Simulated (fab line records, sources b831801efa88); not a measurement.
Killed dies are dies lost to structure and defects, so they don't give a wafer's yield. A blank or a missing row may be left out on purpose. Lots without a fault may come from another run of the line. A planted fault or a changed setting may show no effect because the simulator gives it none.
A struck lot beside a sound one | flow gf180mcu | 17 steps out of a route of 602
Sound: wafers L893.1, L893.2, L893.6. Struck: wafers L880.1, L880.4. (L880.3 of the same lot was not struck and is left out.) The cause comes at the end.
At each step with rows: each side's tool, then ch and its chambers, then its first start. Under that, the readings that differ: sound wafers | struck wafers | difference of the means | sigmas: that difference in standard deviations of wafers without a fault.
alike: readings whose means differ by less than 2 such deviations, and words and numbers that are the same on both sides. not compared: withheld readings, readings that some wafer has no value for, bounds like >300 that may hide the same value, and numbers for which the record gives no deviation and whose values overlap.
The two part at a step that has a row with sigmas, a row that says differs or no value, or rows on one side only. Numbers that don't overlap but have no deviation are shown without sigmas and don't part them. A reading that every wafer of one side lacks parts them only if that side has two wafers or more.

first, 3 steps without rows for these wafers: GF_V3_EXPOSE_11 (exposes mask Via3, target cd 260 nm); GF_V3_PEB_12 (peb time 88.35 s); GF_V3_DEVELOP_13 (develop time 60 s).
GF_V3_CD_MEAS_14: target cd 260 nm.
  sound on cd_sem-02, day 29 02:15; struck on cd_sem-02, day 25 02:48
  alike: cd_nm
GF_V3_OVL_MEAS_15:
  sound on overlay-02, day 29 02:22; struck on overlay-02, day 25 02:55
  alike: V3_OVL
GF_V3_ETCH_16: etches BARC in N2/H2.
  sound on rie_diel-02 ch 0,2, day 29 02:25; struck on rie_diel-02 ch 0,1, day 25 02:58
  reading                | sound                | struck        | difference | sigmas
  oes_product_au (a.u.)  | 0.858 0.853 0.840    | 0.859 0.863   | +0.011     | +2
  throttle_valve_pct (%) | 13.218 13.227 13.211 | 13.234 13.244 | +0.020     | +2
  alike: drypump_motor_current_A
GF_V3_ETCH_17: etches SiO2 in C4F8/O2/Ar, stops on TiN, target depth 635 nm.
  sound on rie_diel-02 ch 0,2; struck on rie_diel-02 ch 0,1
  alike: oes_product_au
GF_V3_STRIP_18: strips in O2/N2.
  sound on plasma_asher-02 ch 0,1, day 29 02:32; struck on plasma_asher-01 ch 1, day 25 03:05
  reading            | sound       | struck  | difference | sigmas
  heater_power_w (W) | 315 295 319 | 365 363 | +54        | +2
  alike: drypump_motor_current_A, oes_product_au
  not compared: rf_hours_counter_h
then, 2 steps without rows for these wafers: GF_V3_STRIP_19 (strips in post etch residue remover, time 1200 s); GF_V3_CLEAN_20 (cleans in DIW).
GF_V3_SPUTTER_21: material Ti, target thk 15 nm, time 80.02 s.
  sound on pvd_sputter-03, day 29 03:07; struck on pvd_sputter-01, day 25 03:38
  alike: chamber_pressure_pa, throttle_valve_pct
then, 1 step without rows for these wafers: GF_V3_SPUTTER_22 (material TiN, target thk 10 nm, time 40 s).
GF_V3_CVD_23: deposits W, target thk 350 nm, time 104.9 s.
  sound on cvd_w-01 ch 0,1, day 29 03:13; struck on cvd_w-02 ch 0, day 25 03:44
  reading                          | sound                | struck        | difference | sigmas
  susceptor_temp_C (C)             | 399.81 399.81 400.00 | 395.29 394.97 | -4.74      | -23
  model.W_of_V3_CVD_23.thk_nm (nm) | 355.1 354.7 356.3    | 325.5 324.9   | -30.2      |
  alike: heater_power_w
  not compared: since_wet_clean_h
GF_V3_RS_MEAS_24: measures by four-point-probe.
  sound on film_metro-02, day 29 03:19; struck on film_metro-03, day 25 03:50
  reading          | sound             | struck      | difference | sigmas
  V3_W_RS (ohm/sq) | 0.322 0.324 0.322 | 0.351 0.353 | +0.029     | +8
GF_V3_THK_MEAS_25: measures by xrf.
  sound on film_metro-02, day 29 03:26; struck on film_metro-03, day 25 03:58
  reading       | sound       | struck  | difference | sigmas
  V3_W_THK (nm) | 361 358 361 | 327 325 | -34        | -8
GF_V3_CMP_26: polishes, stops on SiO2, t overpolish 15 s, target thk 0 nm.
  sound on cmp-01 ch 0,3, day 29 03:30; struck on cmp-01 ch 0,1, day 25 04:01
  reading                | sound    | struck | difference | sigmas
  time_to_endpoint_s (s) | 87 94 89 | 77 80  | -12        | -3
  alike: motor_current_A
-- the record jumps here: 6 days lie between the struck wafers' starts before and after (it left off in module V3 and takes up again in module PASSIVATION, whose first step shown is number 602 of the route) --
GF_PASSIVATION_PROBE_99:
  the record has rows for the struck wafers here (prober-02, day 31 05:20) and none for the sound ones

WHERE THEY PART
First at GF_V3_ETCH_16; last, within this record, at GF_PASSIVATION_PROBE_99.

WHY: what the simulator had put in
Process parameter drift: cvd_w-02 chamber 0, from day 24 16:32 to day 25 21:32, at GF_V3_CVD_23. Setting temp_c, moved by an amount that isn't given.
